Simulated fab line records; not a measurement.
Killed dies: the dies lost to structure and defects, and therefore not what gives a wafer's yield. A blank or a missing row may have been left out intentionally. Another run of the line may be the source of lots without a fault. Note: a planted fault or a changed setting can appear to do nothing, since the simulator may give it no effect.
A struck lot beside a sound one | flow sky130 | 22 steps out of a route of 708
Sound: these wafers, L575.2, L575.3, L575.5. Wafers struck: L583.1, L583.3, L583.6. Last of all comes the cause.
For every step that has rows: the tool of each side, followed by ch and its chambers, followed by its first start. Under that, the readings that differ: sound wafers | struck wafers | difference of the means | sigmas: that difference in standard deviations of wafers without a fault.
alike: a reading whose means differ by less than 2 such deviations, as well as words and numbers matching on both sides. not compared: withheld readings; readings where some wafer has no value; bounds like >300 that might hide an equal value; numbers whose values overlap and for which the record gives no deviation.
Wherever a step has rows on one side only, a row that says differs or no value, or a row with sigmas, the two part there. When numbers do not overlap yet have no deviation, they are printed without sigmas and do not part them. A reading missing from all wafers of one side parts the sides only when that side holds two or more wafers.

SKY_POLY_GATE_THK_MEAS_21:
  sound on film-metro-04, day 17 12:34; struck on film-metro-01, day 20 08:50
  alike: POLY_GATE_OXIDATION_THK
SKY_POLY_GATE_CD_MEAS_22:
  sound on cd-sem-01, day 17 12:38; struck on cd-sem-01, day 20 08:53
  alike: cd-nm
then, 7 steps without rows for these wafers: SKY_LDD_N_DEHYDRATE_00 (time 60 s); SKY_LDD_N_HMDS_01 (prime time 60 s); SKY_LDD_N_COAT_02 (resist thk 300 nm); SKY_LDD_N_SOFTBAKE_03 (time 60 s); SKY_LDD_N_EXPOSE_04 (exposes mask NTM, target cd 840 nm); SKY_LDD_N_PEB_05; SKY_LDD_N_DEVELOP_06 (develop time 60 s).
SKY_LDD_N_OVL_MEAS_07:
  sound on overlay-02, day 18 18:19; struck on overlay-01, day 21 15:25
  alike: LDD_N_OVL
then, 2 steps without rows for these wafers: SKY_LDD_N_IMPLANT_08; SKY_LDD_N_IMPLANT_09.
SKY_LDD_N_IMPLANT_10:
  sound on implanter-01 ch 0, day 18 18:40; struck on implanter-01 ch 0, day 21 15:45
  reading            | sound                         | struck                        | difference | sigmas
  dose-ions-cm2      | 7.508e+13 7.504e+13 7.489e+13 | 5.495e+13 5.507e+13 5.488e+13 | -2.004e+13 | -99 or more
  faraday-current-uA | 409 421 415                   | 319 304 316                   | -102       | -13
  alike: rotation-deg
then, 5 steps without rows for these wafers: SKY_LDD_N_IMPLANT_11; SKY_LDD_N_IMPLANT_12; SKY_LDD_N_IMPLANT_13; SKY_LDD_N_IMPLANT_14; SKY_LDD_N_IMPLANT_15.
SKY_LDD_N_STRIP_16: strips in O2/N2.
  sound on plasma-asher-02 ch 0,1, day 18 19:32; struck on plasma-asher-01 ch 0,1, day 21 16:39
  reading                      | sound             | struck            | difference | sigmas
  strip-time-to-endpoint-s (s) | 4.317 4.318 4.307 | 4.258 4.253 4.273 | -0.053     | -4
  alike: drypump-motor-current-A, oes-product-au
  not compared: rf-hours-counter-h
SKY_LDD_N_TW_MEAS_17:
  sound on film-metro-03, day 18 19:39; struck on film-metro-04, day 21 16:45
  alike: LDD_N_TW
then, 1 step without rows for these wafers: SKY_LDD_P_DEHYDRATE_00 (time 60 s).
-- a jump in the record: the struck wafers' starts before and after are 27 days apart (it breaks off in module LDD_P and resumes in module PAD_OPEN, where the first step shown is number 708 of the route) --
SKY_PAD_OPEN_PROBE_99:
  sound on prober-01, day 46 13:02; struck on prober-01, day 48 08:34
  reading                     | sound           | struck            | difference | sigmas
  model.etest.tip-n.rs-ohm-sq | 440 439.9 442.5 | 460.8 455.5 458.3 | +17.4      |
  alike: killed_at_M0_to_M3, killed_at_M4_up, killed-at-contacts, killed-at-front-end, killed-at-other, killed-dies, killed-open, killed-short

## WHERE THEY PART
At SKY_LDD_N_IMPLANT_10 first; at SKY_LDD_N_STRIP_16 last (within this record only). Later steps at which nothing parts them and some readings are alike: SKY_LDD_N_TW_MEAS_17, SKY_PAD_OPEN_PROBE_99.

WHY: what the simulator had put in
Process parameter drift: implanter-01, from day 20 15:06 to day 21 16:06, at SKY_LDD_N_IMPLANT_10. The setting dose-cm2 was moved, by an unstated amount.
